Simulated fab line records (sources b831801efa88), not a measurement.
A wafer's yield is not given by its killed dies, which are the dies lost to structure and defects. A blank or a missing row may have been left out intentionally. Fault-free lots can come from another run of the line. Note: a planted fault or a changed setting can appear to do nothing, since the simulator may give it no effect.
Matching of chambers	flow gf180mcu	4 sister chambers for GF_V5_CMP_26 on cmp-02
The step polishes, stops on SiO2, t overpolish 15 s, target thk 0 nm. 14 wafers are shown with their chamber, then 7 later ones without.

EACH WAFER AND ITS CHAMBER
wafer	chamber	overpolishRunS (s)	motorCurrentA (A)	timeToEndpointS (s)
L807.2	2	15.007	11.8	81
L807.4	1	15.003	11.9	77
L807.6	0	14.994	12.0	77
L810.2	1	14.999	12.1	84
L810.4	2	15.013	12.1	85
L810.6	3	15.000	11.5	84
L811.1	0	15.009	11.3	81
L811.2	3	15.001	12.1	80
L811.6	0	14.994	12.6	83
L817.1	0	15.006	11.3	79
L817.2	3	14.979	11.5	79
L817.5	1	15.001	11.3	84
L823.1	3	15.002	10.9	80
L823.3	0	14.975	11.3	84

SIGNATURES (averages over the wafers above)
reading	chamber 0	chamber 1	chamber 2	chamber 3	scatter within a chamber
overpolishRunS	14.99560	15.00100	15.01000	14.99550	0.0105
motorCurrentA	11.700	11.767	11.950	11.500	0.499
timeToEndpointS	80.80	81.67	83.00	80.75	2.97
Rule: for a wafer and a chamber, the distance is found by dividing, reading by reading, the gap between the wafer's reading and the chamber's mean by the reading's scatter, squaring, summing and taking the root. The wafer belongs to the nearest chamber; if the next one is less than 2 further off, it can't be placed. The scatter: take each reading less its chamber's mean, square it, sum over the shown wafers, divide by the number of wafers less the number of chambers, and take the root.

WAFERS MISSING THEIR CHAMBER
wafer	overpolishRunS (s)	motorCurrentA (A)	timeToEndpointS (s)
L823.6	14.989	11.5	85
L826.1	15.001	11.8	82
L826.3	15.000	12.5	82
L826.5	14.976	11.0	78
L827.3	15.008	12.1	82
L827.4	15.000	11.7	89
L827.5	15.006	11.3	82

CHAMBER TAKEN BY EACH
wafer	from the rows above	in truth
L823.6	can't be placed: 3 or 0 or 1 or 2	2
L826.1	can't be placed: 1 or 0 or 3 or 2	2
L826.3	can't be placed: 1 or 2 or 0 or 3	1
L826.5	can't be placed: 3 or 0 or 1 or 2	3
L827.3	can't be placed: 2 or 1 or 0 or 3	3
L827.4	can't be placed: 2 or 1 or 0 or 3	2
L827.5	can't be placed: 1 or 3 or 0 or 2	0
Placed correctly: 0 of 7. Not placeable from these rows: 7 (in 7, the candidates include the true chamber). Number placed wrongly: 0.
